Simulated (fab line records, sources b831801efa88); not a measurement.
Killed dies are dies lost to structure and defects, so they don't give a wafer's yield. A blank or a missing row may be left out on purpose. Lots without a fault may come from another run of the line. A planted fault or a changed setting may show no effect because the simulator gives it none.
Chamber matching | flow gf180mcu | GF_V5_CVD_02 on pecvd-01: 3 sister chambers
The step deposits SiO2 from TEOS, target thk 1450 nm, time 163.28 s. 3 wafers are shown with their chamber, then 9 later ones without.

WAFERS WITH THEIR CHAMBER
wafer  | chamber | heater_power_w (W)
L089.1 | 1       | 636
L089.5 | 0       | 654
L089.6 | 2       | 598

WAFERS WITHOUT THEIR CHAMBER
wafer  | heater_power_w (W)
L092.2 | 542
L092.4 | 764
L092.6 | 621
L093.2 | 738
L093.3 | 523
L093.6 | 557
L095.1 | 563
L095.3 | 728
L095.6 | 644

WHICH CHAMBER EACH WENT THROUGH
wafer  | from the rows above          | in truth
L092.2 | can't be placed: 2 or 1 or 0 | 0
L092.4 | can't be placed: 0 or 1 or 2 | 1
L092.6 | can't be placed: 1 or 2 or 0 | 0
L093.2 | can't be placed: 0 or 1 or 2 | 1
L093.3 | can't be placed: 2 or 1 or 0 | 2
L093.6 | can't be placed: 2 or 1 or 0 | 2
L095.1 | can't be placed: 2 or 1 or 0 | 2
L095.3 | can't be placed: 0 or 1 or 2 | 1
L095.6 | can't be placed: 1 or 0 or 2 | 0
Placed correctly: 0 of 9. Can't be placed from these rows: 9 (the true chamber is among the candidates in 9). Placed wrongly: 0.
How it was worked out, from the rows above alone: a wafer's distance from a chamber is the root of the sum, over the readings, of the square of ((its reading less the chamber's mean) divided by the reading's scatter). The wafer belongs to the nearest chamber; if the next one is less than 2 further off, it can't be placed. A chamber's mean is the mean of its shown wafers. The scatter: with one shown wafer a chamber, the root of the mean of the squares of how far each hidden wafer lies from its nearest shown one.
